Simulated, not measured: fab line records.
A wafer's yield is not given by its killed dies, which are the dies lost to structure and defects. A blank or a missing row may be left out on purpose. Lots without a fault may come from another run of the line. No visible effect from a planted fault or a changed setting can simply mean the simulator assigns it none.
fab line records	flow gf180mcu	part 1 of 2: steps 1 to 23 of 32
record: lots: 5	wafers: 15	lastDay: 33
route steps=602 shown V3@442 M4@456
lots with no fault: from the same line, run without faults
startH: hours from the record's opening day to when the first of the lot's shown wafers began	waitH: how many hours have passed since the lot's step before this one	" unchanged from the row above	L1.1+2: one row covering several wafers at once	- value missing, or start not given	* or withheld: withheld	< > ~ a bound
route shown NAME@n: names a module that has steps shown in the file, with the first one's number in the route	usual: mean/standard deviation of fault-free wafers	same: alike in all rows	chamber/n: place in a boat	sites: the reading at each site	_std_site: standard deviation across them	_edge_site: mean of outer sites minus mean of inner sites	radiusMm: how far each site lies from the wafer's centre	mask NAME#n: copy n	behind: the most recent tool/chamber to have shaped the wafer	hold: what put the lot on hold/how long, in hours/how the hold closed	device: whichever transistor did not switch (one of n, p or np)	end of line: at the end of the route, the tests of the same wafers	a step given without rows: its recipe and nothing more	killed: dies that structure and defects cost at the first sort, which is not the same as the wafer's yield	map: the dies of a wafer, with x for killed, . for not killed, _ for no die there
set.NAME: the setting as run; set.NAME@STEP: as run at that earlier step	model.NAME: the simulator's own value behind a step, which no gauge read
certain route steps with their lots: each step a table, each wafer a row
services: when a tool's chamber went out of use (startH, in hours from the record's first day, below 0 if earlier), for how many hours, and the reason
== steps ==
step: GF_V3_DEVELOP_13
recipe: developTimeS: 60	resist: KrF	devTempC: 21
usual: chillPlateTempC: 23.02/0.098
lot.wafer	tool	chamber	startH	waitH	chillPlateTempC
L077.1	lithoTrack-03	0	551.73	0.2	22.90
L077.3	"	0	"	"	22.94
L077.5	"	0	"	"	22.86
L082.1	lithoTrack-04	0	580.27	0.2	23.07
L082.2	"	0	"	"	23.02
L082.6	"	0	"	"	23.06
L090.2	lithoTrack-03	0	645.25	0.2	22.95
L090.3	"	0	"	"	23.11
L090.4	"	0	"	"	23.00
L093.1	lithoTrack-04	0	665.17	0.2	23.02
L093.3	"	0	"	"	22.90
L093.4	"	0	"	"	23.15
L094.1	lithoTrack-03	0	672.02	0.2	23.19
L094.4	"	0	"	"	23.15
L094.6	"	0	"	"	23.03
step: GF_V3_CD_MEAS_14
recipe: targetCdNm: 260
usual: cdNm: 259.7/1.3
lot.wafer	tool	chamber	startH	waitH	cdNm
L077.1	cdSem-02	-	551.88	0.1	258.6
L077.3	"	-	"	"	260.0
L077.5	"	-	"	"	259.7
L082.1	cdSem-01	-	580.42	0.1	262.7
L082.2	"	-	"	"	261.3
L082.6	"	-	"	"	261.2
L090.2	cdSem-02	-	645.39	0.1	259.4
L090.3	"	-	"	"	260.8
L090.4	"	-	"	"	259.1
L093.1	cdSem-02	-	665.32	0.1	260.3
L093.3	"	-	"	"	260.7
L093.4	"	-	"	"	260.0
L094.1	cdSem-01	-	672.17	0.1	258.9
L094.4	"	-	"	"	258.8
L094.6	"	-	"	"	258.5
step: GF_V3_OVL_MEAS_15
usual: V3_OVL: -4/5.9
lot.wafer	tool	chamber	startH	waitH	V3_OVL[nm]
L077.1	overlay-02	-	552.00	0.1	-5
L077.3	"	-	"	"	-6
L077.5	"	-	"	"	-10
L082.1	overlay-02	-	580.54	0.1	-13
L082.2	"	-	"	"	-9
L082.6	"	-	"	"	-12
L090.2	overlay-02	-	645.50	0.1	-1
L090.3	"	-	"	"	3
L090.4	"	-	"	"	-1
L093.1	overlay-02	-	665.44	0.1	-5
L093.3	"	-	"	"	-7
L093.4	"	-	"	"	-6
L094.1	overlay-02	-	672.29	0.1	-8
L094.4	"	-	"	"	-10
L094.6	"	-	"	"	-9
step: GF_V3_ETCH_16
recipe: chemistry: N2/H2	targetDepthA: withheld	overetchA: withheld	timeS: withheld	target: BARC	ionEnergyEv: 200	sourceW: 500	biasW: 100	pressureMtorr: 30	n2FlowSccm: 100	h2FlowSccm: 200
usual: drypumpMotorCurrentA: 5.9/0.4	n2FlowSccm: 100.0/0.32	oesProductAu: 0.855/0.0046	throttleValvePct: 13.224/0.0087
lot.wafer	tool	chamber	startH	waitH	drypumpMotorCurrentA	n2FlowSccm	oesProductAu	throttleValvePct
L077.1	rieDiel-02	3	552.03	0.0	5.6	99.8	0.855	13.221
L077.3	"	0	"	"	6.5	100.3	0.859	13.235
L077.5	"	3	"	"	5.6	99.6	0.853	13.241
L082.1	rieDiel-01	1	580.57	0.0	5.8	99.5	0.853	13.216
L082.2	"	2	"	"	5.8	99.9	0.852	13.243
L082.6	"	0	"	"	5.4	99.9	0.859	13.218
L090.2	rieDiel-01	0	645.53	0.0	5.5	100.1	0.860	13.223
L090.3	"	1	"	"	5.8	100.0	0.857	13.220
L090.4	"	2	"	"	5.7	100.0	0.858	13.216
L093.1	rieDiel-03	3	665.47	0.0	6.5	99.8	0.848	13.239
L093.3	"	2	"	"	5.9	99.8	0.855	13.212
L093.4	"	0	"	"	6.2	100.1	0.850	13.233
L094.1	rieDiel-01	3	672.33	0.0	6.5	100.9	0.861	13.229
L094.4	"	1	"	"	5.8	100.1	0.852	13.227
L094.6	"	2	"	"	5.7	100.6	0.860	13.221
step: GF_V3_ETCH_17
recipe: chemistry: C4F8/O2/Ar	maskMaterial: KrF	target: SiO2	stopOn: TiN	sourceW: 1500	biasW: 1200	pressureMtorr: 40	c4f8FlowSccm: withheld	O2_flow_sccm: 6	Ar_flow_sccm: 300	timeS: withheld	targetDepthA: 6350
usual: oesProductAu: 0.856/0.0046
lot.wafer	tool	chamber	startH	waitH	oesProductAu
L077.1	rieDiel-02	3	-	-	0.859
L077.3	"	0	"	"	0.863
L077.5	"	3	"	"	0.856
L082.1	rieDiel-01	1	-	-	0.862
L082.2	"	2	"	"	0.855
L082.6	"	0	"	"	0.862
L090.2	rieDiel-01	0	-	-	0.853
L090.3	"	1	"	"	0.858
L090.4	"	2	"	"	0.858
L093.1	rieDiel-03	3	-	-	0.850
L093.3	"	2	"	"	0.850
L093.4	"	0	"	"	0.854
L094.1	rieDiel-01	3	-	-	0.850
L094.4	"	1	"	"	0.853
L094.6	"	2	"	"	0.847
step: GF_V3_STRIP_18
recipe: chemistry: O2/N2	powerW: 1400	pressureMtorr: 1500	platenTempC: 250	o2FlowSccm: 3000	n2FlowSccm: 300	overashFraction: 0.5
usual: drypumpMotorCurrentA: 5.71/0.28	heaterPowerW: 340/47	n2FlowSccm: 300.0/0.9	o2FlowSccm: 3001/8.9	oesProductAu: 0.593/0.0051
lot.wafer	tool	chamber	startH	waitH	drypumpMotorCurrentA	heaterPowerW	n2FlowSccm	o2FlowSccm	oesProductAu	rfHoursCounterH
L077.1	plasmaAsher-03	1	552.16	-	5.50	322	300.1	3007	0.600	79
L077.3	"	1	"	"	5.51	316	299.2	3004	0.595	-
L077.5	"	1	"	"	5.54	316	299.4	3012	0.591	-
L082.1	plasmaAsher-01	0	580.70	-	5.56	465	299.3	3007	0.594	15
L082.2	"	1	"	"	6.24	336	299.7	2992	0.588	15
L082.6	"	0	"	"	5.55	472	298.2	3011	0.591	-
L090.2	plasmaAsher-03	1	645.66	-	5.52	327	300.1	3017	0.590	88
L090.3	"	0	"	"	5.78	333	301.6	3016	0.589	-
L090.4	"	1	"	"	5.51	311	298.8	3006	0.591	-
L093.1	plasmaAsher-03	0	665.60	-	5.79	327	300.9	3004	0.582	91
L093.3	"	1	"	"	5.52	316	301.8	2998	0.585	-
L093.4	"	0	"	"	5.76	324	299.6	3004	0.596	-
L094.1	plasmaAsher-01	1	672.46	-	6.24	334	300.3	3004	0.597	26
L094.4	"	1	"	"	6.19	331	300.4	3004	0.596	-
L094.6	"	0	"	"	5.55	460	301.4	3011	0.584	-
step: GF_V3_STRIP_19
recipe: chemistry: postEtchResidueRemover	timeS: 1200	tempC: 72.5
lot.wafer	tool	chamber	startH	waitH
L077.1+3+5	wetBench-04	2	552.26	0.1
L082.1+2+6	wetBench-04	1	580.80	0.1
L090.2+3+4	wetBench-04	0	645.76	0.1
L093.1+3+4	wetBench-04	3	665.70	0.1
L094.1+4+6	wetBench-04	3	672.56	0.1
step: GF_V3_CLEAN_20
recipe: chemistry: DIW	dry: n2Spin
lot.wafer	tool	chamber	startH	waitH
L077.1+3+5	wetBench-01	1	552.63	0.0
L082.1+2+6	wetBench-01	3	581.14	0.0
L090.2+3+4	wetBench-02	2	646.10	0.0
L093.1+3+4	wetBench-01	3	666.04	0.0
L094.1+4+6	wetBench-01	1	672.90	0.0
step: GF_V3_SPUTTER_21
recipe: material: Ti	targetThkNm: 15	chamberPressurePa: 5	powerW: 2500	substrateTempC: 200	timeS: 80.02
usual: cathodeDcPowerW: 2500.0/0.49	throttleValvePct: 30.4/1
lot.wafer	tool	chamber	startH	waitH	cathodeDcPowerW	throttleValvePct
L077.1	pvdSputter-02	-	552.74	0.0	2500.7	28.9
L077.3	"	-	"	"	2500.0	30.0
L077.5	"	-	"	"	2499.7	28.7
L082.1	pvdSputter-03	-	581.24	0.0	2500.2	30.9
L082.2	"	-	"	"	2499.2	32.2
L082.6	"	-	"	"	2500.1	30.0
L090.2	pvdSputter-03	-	646.20	0.0	2500.4	31.3
L090.3	"	-	"	"	2499.7	31.7
L090.4	"	-	"	"	2500.0	30.0
L093.1	pvdSputter-02	-	666.14	0.0	2499.4	28.8
L093.3	"	-	"	"	2500.4	29.5
L093.4	"	-	"	"	2500.9	30.1
L094.1	pvdSputter-03	-	672.99	0.0	2501.1	31.4
L094.4	"	-	"	"	2499.5	30.9
L094.6	"	-	"	"	2500.7	31.2
step: GF_V3_SPUTTER_22
recipe: material: TiN	targetThkNm: 10	chamberPressurePa: 5	powerW: 4000	timeS: 40
usual: cathodeDcPowerW: 4000.0/0.72	throttleValvePct: 30.4/1
lot.wafer	tool	chamber	startH	waitH	cathodeDcPowerW	throttleValvePct
L077.1	pvdSputter-02	-	552.80	0.0	4000.3	28.8
L077.3	"	-	"	"	3999.8	30.0
L077.5	"	-	"	"	3999.4	28.6
L082.1	pvdSputter-03	-	581.31	0.0	3999.8	30.9
L082.2	"	-	"	"	4001.1	32.1
L082.6	"	-	"	"	4000.2	30.0
L090.2	pvdSputter-03	-	646.26	0.0	3998.8	31.6
L090.3	"	-	"	"	3999.4	31.8
L090.4	"	-	"	"	3999.4	29.9
L093.1	pvdSputter-02	-	666.20	0.0	3999.2	28.6
L093.3	"	-	"	"	4001.0	29.6
L093.4	"	-	"	"	3999.4	30.5
L094.1	pvdSputter-03	-	673.05	0.0	3999.6	31.3
L094.4	"	-	"	"	4000.3	30.8
L094.6	"	-	"	"	4000.9	31.2
step: GF_V3_CVD_23
recipe: material: W	targetThkNm: 350	timeS: 104.9	tempC: 400	pressureTorr: 40
usual: heaterPowerW: 841/36
lot.wafer	tool	chamber	startH	waitH	heaterPowerW
L077.1	cvdW-01	1	552.84	0.0	861
L077.3	"	0	"	"	884
L077.5	"	0	"	"	847
L082.1	cvdW-01	1	581.34	0.0	875
L082.2	"	0	"	"	838
L082.6	"	0	"	"	831
L090.2	cvdW-02	0	646.30	0.0	845
L090.3	"	0	"	"	822
L090.4	"	1	"	"	781
L093.1	cvdW-01	0	666.25	0.0	836
L093.3	"	0	"	"	826
L093.4	"	1	"	"	882
L094.1	cvdW-02	1	673.09	0.0	804
L094.4	"	0	"	"	828
L094.6	"	1	"	"	782
step: GF_V3_RS_MEAS_24
recipe: thkMeasGauge: four-point-probe	reads: W_of_V3_CVD_23+TiN_of_V3_SPUTTER_22+Ti_of_V3_SPUTTER_21
usual: V3_W_RS: 0.329/0.0037
lot.wafer	tool	chamber	startH	waitH	V3_W_RS[ohm/sq]
L077.1	filmMetro-03	-	552.95	0.1	0.323
L077.3	"	-	"	"	0.330
L077.5	"	-	"	"	0.328
L082.1	filmMetro-03	-	581.46	0.1	0.325
L082.2	"	-	"	"	0.331
L082.6	"	-	"	"	0.329
L090.2	filmMetro-01	-	646.43	0.1	0.332
L090.3	"	-	"	"	0.328
L090.4	"	-	"	"	0.330
L093.1	filmMetro-01	-	666.36	0.1	0.328
L093.3	"	-	"	"	0.329
L093.4	"	-	"	"	0.325
L094.1	filmMetro-02	-	673.20	0.1	0.335
L094.4	"	-	"	"	0.335
L094.6	"	-	"	"	0.334
step: GF_V3_THK_MEAS_25
recipe: thkMeasGauge: xrf	reads: W_of_V3_CVD_23
usual: V3_W_THK: 372/5.4
lot.wafer	tool	chamber	startH	waitH	V3_W_THK[nm]
L077.1	filmMetro-03	-	553.07	0.1	383
L077.3	"	-	"	"	374
L077.5	"	-	"	"	377
L082.1	filmMetro-03	-	581.58	0.1	380
L082.2	"	-	"	"	370
L082.6	"	-	"	"	374
L090.2	filmMetro-01	-	646.54	0.1	367
L090.3	"	-	"	"	371
L090.4	"	-	"	"	367
L093.1	filmMetro-01	-	666.48	0.1	374
L093.3	"	-	"	"	372
L093.4	"	-	"	"	382
L094.1	filmMetro-02	-	673.32	0.1	360
L094.4	"	-	"	"	363
L094.6	"	-	"	"	363
step: GF_V3_CMP_26
recipe: stopOn: SiO2	downForcePsi: 3.5	platenRpm: 60	tOverpolishS: 15	targetThkNm: 0	padVelocityMS: 0.94248
usual: motorCurrentA: 11.3/1.1	overpolishRunS: 14.999/0.0089	timeToEndpointS: 85/4.6
lot.wafer	tool	chamber	startH	waitH	motorCurrentA	overpolishRunS	timeToEndpointS
L077.3	cmp-02	2	553.13	0.0	10.6	15.009	83
L077.1	"	0	"	"	10.7	14.994	92
L077.5	"	3	"	"	12.4	15.011	83
L082.1	cmp-02	1	581.69	0.1	12.4	15.010	93
L082.2	"	2	"	"	10.2	14.999	83
L082.6	"	0	"	"	12.1	15.001	91
L090.2	cmp-02	2	646.59	0.0	10.1	14.987	81
L090.4	"	3	"	"	12.5	14.999	84
L090.3	"	1	"	"	12.2	14.997	92
L093.3	cmp-01	0	666.54	0.0	12.4	14.987	80
L093.4	"	1	"	"	9.7	14.983	82
L093.1	"	3	"	"	9.6	14.999	86
L094.1	cmp-02	3	673.48	0.1	12.5	14.993	85
L094.4	"	0	"	"	11.2	15.003	90
L094.6	"	1	"	"	12.6	15.000	90
step: GF_M4_SPUTTER_00
recipe: material: Ti	targetThkNm: 37.5	arrivingIonEnergyEv: 80	substrateTempC: 200	chamberPressurePa: 2	powerW: 4000	timeS: 150
usual: cathodeDcPowerW: 4000.0/0.71	throttleValvePct: 30.2/0.83
lot.wafer	tool	chamber	startH	waitH	cathodeDcPowerW	throttleValvePct
L077.1	pvdSputter-02	-	553.43	0.1	3999.3	29.8
L077.3	"	-	"	"	3999.5	30.5
L077.5	"	-	"	"	3999.6	29.6
L082.1	pvdSputter-01	-	581.94	0.2	4000.7	31.2
L082.2	"	-	"	"	4001.0	31.2
L082.6	"	-	"	"	3999.8	30.9
L090.2	pvdSputter-02	-	646.89	0.2	3999.7	30.6
L090.3	"	-	"	"	4000.3	28.7
L090.4	"	-	"	"	4000.5	30.4
L093.1	pvdSputter-03	-	666.84	0.1	4000.6	32.0
L093.3	"	-	"	"	3999.7	31.2
L093.4	"	-	"	"	3999.8	30.0
L094.1	pvdSputter-02	-	673.68	0.1	4000.4	30.5
L094.4	"	-	"	"	4000.3	29.2
L094.6	"	-	"	"	3999.8	28.7
step: GF_M4_SPUTTER_01
recipe: material: TiN	targetThkNm: 30	powerW: 6500	timeS: 25	chamberPressurePa: 0.4
usual: cathodeDcPowerW: 6500.2/1.2	throttleValvePct: 30.3/0.84
lot.wafer	tool	chamber	startH	waitH	cathodeDcPowerW	throttleValvePct
L077.1	pvdSputter-02	-	553.53	0.1	6499.8	29.4
L077.3	"	-	"	"	6499.8	30.3
L077.5	"	-	"	"	6500.7	29.5
L082.1	pvdSputter-01	-	582.04	0.1	6502.0	31.1
L082.2	"	-	"	"	6500.3	31.3
L082.6	"	-	"	"	6500.0	30.9
L090.2	pvdSputter-02	-	646.99	0.1	6499.0	30.6
L090.3	"	-	"	"	6500.4	28.8
L090.4	"	-	"	"	6499.4	30.2
L093.1	pvdSputter-03	-	666.94	0.1	6501.3	31.8
L093.3	"	-	"	"	6499.7	31.4
L093.4	"	-	"	"	6501.1	30.3
L094.1	pvdSputter-02	-	673.80	0.1	6497.9	30.4
L094.4	"	-	"	"	6499.3	28.7
L094.6	"	-	"	"	6499.2	28.8
step: GF_M4_SPUTTER_02
recipe: material: AlCu	targetThkNm: 450	powerW: 10600	timeS: 23.9	chamberPressurePa: 0.4
usual: cathodeDcPowerW: 10600/2.2	throttleValvePct: 30.3/0.83
lot.wafer	tool	chamber	startH	waitH	cathodeDcPowerW	throttleValvePct
L077.1	pvdSputter-02	-	553.56	0.0	10598	29.5
L077.3	"	-	"	"	10599	30.5
L077.5	"	-	"	"	10603	29.5
L082.1	pvdSputter-01	-	582.07	0.0	10596	30.9
L082.2	"	-	"	"	10598	31.0
L082.6	"	-	"	"	10600	31.2
L090.2	pvdSputter-02	-	647.02	0.0	10599	30.7
L090.3	"	-	"	"	10600	28.9
L090.4	"	-	"	"	10596	30.3
L093.1	pvdSputter-03	-	666.97	0.0	10599	32.1
L093.3	"	-	"	"	10599	31.5
L093.4	"	-	"	"	10598	30.2
L094.1	pvdSputter-02	-	673.83	0.0	10599	30.6
L094.4	"	-	"	"	10602	28.8
L094.6	"	-	"	"	10603	28.9
step: GF_M4_SPUTTER_03
recipe: material: Ti	targetThkNm: 10	substrateTempC: 300	chamberPressurePa: 0.3	powerW: 3000	timeS: 6.7
usual: cathodeDcPowerW: 3000.0/0.53	throttleValvePct: 30.3/0.86
lot.wafer	tool	chamber	startH	waitH	cathodeDcPowerW	throttleValvePct
L077.1	pvdSputter-02	-	553.59	0.0	2999.9	29.5
L077.3	"	-	"	"	2999.7	30.4
L077.5	"	-	"	"	2999.0	29.7
L082.1	pvdSputter-01	-	582.10	0.0	3000.2	30.8
L082.2	"	-	"	"	2999.9	31.1
L082.6	"	-	"	"	2999.4	31.0
L090.2	pvdSputter-02	-	647.05	0.0	3001.1	30.5
L090.3	"	-	"	"	2999.9	29.0
L090.4	"	-	"	"	3000.5	30.3
L093.1	pvdSputter-03	-	667.00	0.0	3000.2	31.9
L093.3	"	-	"	"	2999.6	31.1
L093.4	"	-	"	"	3000.7	30.1
L094.1	pvdSputter-02	-	673.87	0.0	2999.7	30.5
L094.4	"	-	"	"	2999.6	28.8
L094.6	"	-	"	"	3000.2	28.7
step: GF_M4_SPUTTER_04
recipe: material: TiN	targetThkNm: 50	powerW: 6500	timeS: 41.7	chamberPressurePa: 0.4
usual: cathodeDcPowerW: 6500.0/1.2	throttleValvePct: 30.3/0.83
lot.wafer	tool	chamber	startH	waitH	cathodeDcPowerW	throttleValvePct
L077.1	pvdSputter-02	-	553.62	0.0	6497.9	29.9
L077.3	"	-	"	"	6499.0	30.5
L077.5	"	-	"	"	6499.6	29.7
L082.1	pvdSputter-01	-	582.12	0.0	6499.6	31.0
L082.2	"	-	"	"	6497.8	31.1
L082.6	"	-	"	"	6499.7	30.9
L090.2	pvdSputter-02	-	647.07	0.0	6502.6	30.6
L090.3	"	-	"	"	6500.2	28.7
L090.4	"	-	"	"	6500.9	30.4
L093.1	pvdSputter-03	-	667.02	0.0	6497.9	31.9
L093.3	"	-	"	"	6500.2	31.4
L093.4	"	-	"	"	6503.1	30.0
L094.1	pvdSputter-02	-	673.89	0.0	6501.9	30.4
L094.4	"	-	"	"	6500.1	28.8
L094.6	"	-	"	"	6500.2	28.7
step: GF_M4_RS_MEAS_05
recipe: thkMeasGauge: four-point-probe	reads: TiN_of_M4_SPUTTER_04+Ti_of_M4_SPUTTER_03+AlCu_of_M4_SPUTTER_02+TiN_of_M4_SPUTTER_01+Ti_of_M4_SPUTTER_00
usual: M4_ALCU_RS: 0.0694/0.00069
lot.wafer	tool	chamber	startH	waitH	M4_ALCU_RS[ohm/sq]
L077.1	filmMetro-01	-	553.66	0.0	0.0696
L077.3	"	-	"	"	0.0698
L077.5	"	-	"	"	0.0690
L082.1	filmMetro-01	-	582.16	0.0	0.0698
L082.2	"	-	"	"	0.0698
L082.6	"	-	"	"	0.0691
L090.2	filmMetro-04	-	647.13	0.0	0.0693
L090.3	"	-	"	"	0.0690
L090.4	"	-	"	"	0.0686
L093.1	filmMetro-01	-	667.06	0.0	0.0690
L093.3	"	-	"	"	0.0685
L093.4	"	-	"	"	0.0689
L094.1	filmMetro-03	-	673.93	0.0	0.0697
L094.4	"	-	"	"	0.0696
L094.6	"	-	"	"	0.0697
step: GF_M4_THK_MEAS_06
recipe: thkMeasGauge: xrf	reads: AlCu_of_M4_SPUTTER_02
usual: M4_ALCU_THK: 450/6.3
lot.wafer	tool	chamber	startH	waitH	M4_ALCU_THK[nm]
L077.1	filmMetro-01	-	553.78	0.1	441
L077.3	"	-	"	"	440
L077.5	"	-	"	"	447
L082.1	filmMetro-01	-	582.28	0.1	443
L082.2	"	-	"	"	445
L082.6	"	-	"	"	446
L090.2	filmMetro-04	-	647.24	0.1	453
L090.3	"	-	"	"	457
L090.4	"	-	"	"	458
L093.1	filmMetro-01	-	667.18	0.1	446
L093.3	"	-	"	"	448
L093.4	"	-	"	"	449
L094.1	filmMetro-03	-	674.05	0.1	452
L094.4	"	-	"	"	454
L094.6	"	-	"	"	454
step: GF_M4_DEHYDRATE_07
recipe: tempC: 200	timeS: 60
usual: chillPlateTempC: 22.99/0.12
lot.wafer	tool	chamber	startH	waitH	chillPlateTempC
L077.1	lithoTrack-02	0	564.34	10.6	22.93
L077.3	"	0	"	"	23.03
L077.5	"	0	"	"	22.98
L082.1	lithoTrack-01	0	592.51	10.2	22.99
L082.2	"	0	"	"	22.90
L082.6	"	0	"	"	22.98
L090.2	lithoTrack-02	0	656.46	9.2	23.01
L090.3	"	0	"	"	22.97
L090.4	"	0	"	"	22.72
L093.1	lithoTrack-01	0	676.11	8.9	22.89
L093.3	"	0	"	"	22.85
L093.4	"	0	"	"	22.98
L094.1	lithoTrack-01	0	682.76	8.7	22.98
L094.4	"	0	"	"	22.94
L094.6	"	0	"	"	23.05
step: GF_M4_HMDS_08
recipe: primeTimeS: 60	primeTempC: 120
usual: chillPlateTempC: 23.00/0.097
same: primeTimeS: 60
lot.wafer	tool	chamber	startH	waitH	chillPlateTempC
L077.1	lithoTrack-02	0	564.49	0.1	23.04
L077.3	"	0	"	"	23.00
L077.5	"	0	"	"	23.04
L082.1	lithoTrack-01	0	592.66	0.1	23.11
L082.2	"	0	"	"	22.91
L082.6	"	0	"	"	22.99
L090.2	lithoTrack-02	0	656.61	0.1	22.91
L090.3	"	0	"	"	23.02
L090.4	"	0	"	"	22.79
L093.1	lithoTrack-01	0	676.26	0.1	23.12
L093.3	"	0	"	"	22.86
L093.4	"	0	"	"	23.06
L094.1	lithoTrack-01	0	682.91	0.1	23.02
L094.4	"	0	"	"	22.84
L094.6	"	0	"	"	22.94
